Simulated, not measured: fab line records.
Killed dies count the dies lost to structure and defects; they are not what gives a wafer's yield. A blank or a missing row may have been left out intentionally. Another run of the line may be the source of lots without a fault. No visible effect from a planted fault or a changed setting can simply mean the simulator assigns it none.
Code-filled problem report in 8D (eight disciplines) form ; flow sky130 ; the parts of the form that need people (team, actions taken, sign-off) are left out

== 1. PROBLEM STATEMENT ==
Mean of cd_nm at SKY_SD_P_CD_MEAS_07: 459.3 nm across 6 wafers in 2 lots; on wafers with no fault it is 379.7 nm (standard deviation 2.6). That puts it +31 standard deviations away from the usual mean.
The step: target cd 380 nm.
The first sign was on wafer L476.3 at day 31 16:41, on cd_sem-02. Wafers with a number at this step in the record: 33, from 11 lots. The rule behind "out" and "out of limits": a value lying over 4 standard deviations away from the usual mean. Any other wafer with a number is counted as sound.

== 2. WHAT IT IS AND WHAT IT IS NOT ==
question;is;is not
which readings at this step;cd_nm;-
which lots;L476, L478;L460, L461, L465, L468, L470, L471, L473, L475, L479
which wafers of those lots;all that have a number;-
read on which gauges;cd_sem-01, cd_sem-02;-
when;from day 31 16:41;"up to then (24 sound wafers); but 3 sound wafers of L479 came after"

== 3. SUSPECTS, AND WHAT RULES EACH OUT ==
Counting: a tool stays on the suspect list if, at a process step up to the reading, it processed all lots that are out and no sound lot following the first of them.
- the gauge at SKY_SD_P_CD_MEAS_07 is ruled out. The wafers that are out were read on 2 gauges (cd_sem-01, cd_sem-02).
- rie_diel-04 at SKY_POLY_CUT_ETCH_11 (etches Si3N4 in CF4/CH2F2/Ar, stops on poly-Si, time 42.5 s, target depth 60 nm): kept. Every lot that is out went through it, starting with L476 (day 30 12:17), and after that it ran no sound lot; the last sound lot it ran before then is L471 (day 30 00:46).
- litho_track-03 at SKY_SD_P_COAT_02 (resist thk 1140 nm): kept. Every lot that is out went through it, starting with L476 (day 31 02:24), and after that it ran no sound lot; the last sound lot it ran before then is L475 (day 30 17:09).
What counting leaves: rie_diel-04 at SKY_POLY_CUT_ETCH_11 and litho_track-03 at SKY_SD_P_COAT_02.

== 4. THE CAUSE (what the simulator had put in) ==
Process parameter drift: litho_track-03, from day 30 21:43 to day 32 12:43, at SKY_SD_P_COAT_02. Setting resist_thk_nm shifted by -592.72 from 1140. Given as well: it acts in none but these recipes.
After counting, 2 suspects remain, this tool included.

== 5. THE CHAIN OF EFFECTS, in route order ==
Each row: a reading where the mean over the struck wafers with a number is more than 3 standard deviations away from the usual. Scope: only readings with a usual standard deviation given in the record; hours: median across lots of the time from each lot's start at the first step in this table that gives one to its start at this step; sigmas: change in usual standard deviations.
hours;step;reading;usual;on struck wafers;change;sigmas
0;SKY_SD_P_CD_MEAS_07;cd_nm;379.7 nm;459.3;+79.6;+31
0;SKY_SD_P_STRIP_10;oes_product_au;0.617 a.u.;0.524;-0.093;-21
0;SKY_SD_P_STRIP_10;strip_time_to_endpoint_s;17.51 s;10.71;-6.80;-99 or more
Its process steps:
- SKY_SD_P_STRIP_10: strips in O2/N2.

== 6. WHAT WOULD HAVE CAUGHT IT SOONER ==
In this record the first reading out of limits at a measuring or inspecting step was taken at day 31 16:41, 19 hours after the fault began at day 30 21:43.
L478, from the lots that are out (2), started SKY_SD_P_COAT_02 on litho_track-03 later than day 31 16:41. It would have been spared by a hold on the tool at that moment.
